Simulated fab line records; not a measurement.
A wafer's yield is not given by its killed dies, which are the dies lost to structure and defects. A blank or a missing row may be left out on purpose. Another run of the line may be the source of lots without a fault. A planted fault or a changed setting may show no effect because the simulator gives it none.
What tool caused it? / flow sky130 / at 1 step of a route of 708, 15 lots with 45 wafers sampled

## WHAT THE GAUGES SHOWED, per wafer
SKY_SD_N_RS_MEAS_18: the measuring method here is four-point-probe. Usual: RES_XHIGH_RS gives 333.3 ohm/sq (standard deviation 1.1).
lot=L827; measured=day 28 13:59; on=film-metro-02; RES_XHIGH_RS (ohm/sq)=334.5 335.0 333.1; flag=
lot=L829; measured=day 29 05:31; on=film-metro-01; RES_XHIGH_RS (ohm/sq)=332.8 332.8 332.8; flag=
lot=L830; measured=day 29 11:43; on=film-metro-04; RES_XHIGH_RS (ohm/sq)=333.5 332.7 333.4; flag=
lot=L832; measured=day 30 07:05; on=film-metro-04; RES_XHIGH_RS (ohm/sq)=332.2 333.1 332.8; flag=
lot=L833; measured=day 30 14:52; on=film-metro-02; RES_XHIGH_RS (ohm/sq)=334.4 333.3 333.7; flag=
lot=L834; measured=day 31 09:14; on=film-metro-04; RES_XHIGH_RS (ohm/sq)=332.5 333.0 332.1; flag=
lot=L840; measured=day 32 21:56; on=film-metro-02; RES_XHIGH_RS (ohm/sq)=334.1 333.8 334.0; flag=
lot=L841; measured=day 33 09:46; on=film-metro-02; RES_XHIGH_RS (ohm/sq)=334.0 333.8 334.5; flag=
lot=L842; measured=day 33 14:55; on=film-metro-02; RES_XHIGH_RS (ohm/sq)=333.6 332.1 332.4; flag=
lot=L843; measured=day 33 19:15; on=film-metro-04; RES_XHIGH_RS (ohm/sq)=333.8 334.4 334.5; flag=
lot=L844; measured=day 34 02:21; on=film-metro-01; RES_XHIGH_RS (ohm/sq)=331.0 331.6 331.3; flag=
lot=L846; measured=day 34 11:02; on=film-metro-01; RES_XHIGH_RS (ohm/sq)=331.2 331.4 331.1; flag=
lot=L845; measured=day 34 17:10; on=film-metro-02; RES_XHIGH_RS (ohm/sq)=332.4 332.1 333.5; flag=
lot=L847; measured=day 35 00:49; on=film-metro-02; RES_XHIGH_RS (ohm/sq)=332.4 333.5 333.4; flag=
lot=L848; measured=day 35 08:26; on=film-metro-04; RES_XHIGH_RS (ohm/sq)=334.1 335.2 335.5; flag=

## WHAT TOOL EACH LOT RAN ON (gives the tool, then ch and the chambers of the sampled wafers, and finally the start)
The record shows no process step preceding these readings.

## WHAT THE TOOLS THEMSELVES READ (means of the sampled wafers that have a number; where no wafer has one, the mark that the record gives instead)
The record holds no such reading with a usual standard deviation.

## THE ANSWER, worked out from the rows above alone
Rule: a lot is off if the mean of its wafers that have a number lies more than 3 standard deviations from the usual mean. Also off: a lot with no number at a reading for which 4 or more lots have one. All remaining lots with rows at the step are treated as sound. The gauges are gone through in route order, then the tools' own readings, and for those a lot's mean is taken as printed above. At the first step where some lot is off, the reading lying furthest off is the one used; lots without a number count as furthest.
None of the lots is off at any reading shown; this tells nothing.

## WHAT THE SIMULATOR HAD PUT IN
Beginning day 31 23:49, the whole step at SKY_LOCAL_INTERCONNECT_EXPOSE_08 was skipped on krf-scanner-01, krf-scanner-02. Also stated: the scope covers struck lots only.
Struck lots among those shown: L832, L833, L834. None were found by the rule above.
